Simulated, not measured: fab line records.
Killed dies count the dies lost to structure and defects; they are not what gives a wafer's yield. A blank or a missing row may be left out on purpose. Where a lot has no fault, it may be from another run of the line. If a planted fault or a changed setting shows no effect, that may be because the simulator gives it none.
One fault seen from 2 desks | flow sfqLine | each desk holds nothing but its own numbers, with what lay behind them at the end

== DESK OF THE TOOL OWNER: pecvd-02 ==
The tool's own readings at SFQ_TRILAYER_A5C_DEP_PECVD_142 (deposits SiO2 from SiH4/N2O, time 15.556 s, target thk 70 nm): means of the sampled wafers that have a number, for each lot that ran on this tool. The brackets show how far a lot's mean lies from the usual mean; more than 4 standard deviations puts the lot out of limits, marked OUT.
Columns: A = heaterPowerW at SFQ_TRILAYER_A5C_DEP_PECVD_142, usual 86 W; B = throttleValvePct at SFQ_TRILAYER_A5C_DEP_PECVD_142, usual 25.4 %
lot  | first seen here | A  | B
L824 | day 55 11:13    | 84 | 25.2
L825 | day 55 15:59    | 88 | 24.8
L828 | day 56 05:26    | 83 | 25.2
L831 | day 56 10:49    | 82 | 25.6
L832 | day 57 04:34    | 88 | 25.3
L843 | day 66 00:33    | 79 | 25.6
L846 | day 68 01:23    | 89 | 26.0
This desk's verdict: no lot among the 7 shows anything out of limits.

== FROM THE METROLOGY DESK ==
Lot by lot, what the gauges showed, no matter which tool ran the lot: averages of those sampled wafers that carry a number. The brackets show how far a lot's mean lies from the usual mean; more than 4 standard deviations puts the lot out of limits, marked OUT.
Columns: A = I5_OVL at SFQ_I5_OVL_MEAS_936, usual 2 nm
lot  | first seen here | A
L824 | day 59 19:31    | 4
L825 | day 60 00:19    | -0
L826 | day 60 06:19    | -8
L827 | day 60 11:05    | 1
L828 | day 60 14:41    | 5
L831 | day 61 01:28    | 4
L832 | day 63 06:40    | 7
L837 | day 68 19:49    | -1
L839 | day 69 05:25    | -1
L843 | day 70 00:37    | -2
L844 | day 70 10:04    | 10
L845 | day 70 17:16    | 3
L846 | day 71 07:40    | -2
L847 | day 71 08:59    | -2
This desk's verdict: no lot among the 14 shows anything out of limits.

== ALL TOGETHER ==
The desk of the tool owner found nothing out of limits.
At the metrology desk, nothing out of limits was observed.

== WHAT WAS PUT IN BY THE SIMULATOR ==
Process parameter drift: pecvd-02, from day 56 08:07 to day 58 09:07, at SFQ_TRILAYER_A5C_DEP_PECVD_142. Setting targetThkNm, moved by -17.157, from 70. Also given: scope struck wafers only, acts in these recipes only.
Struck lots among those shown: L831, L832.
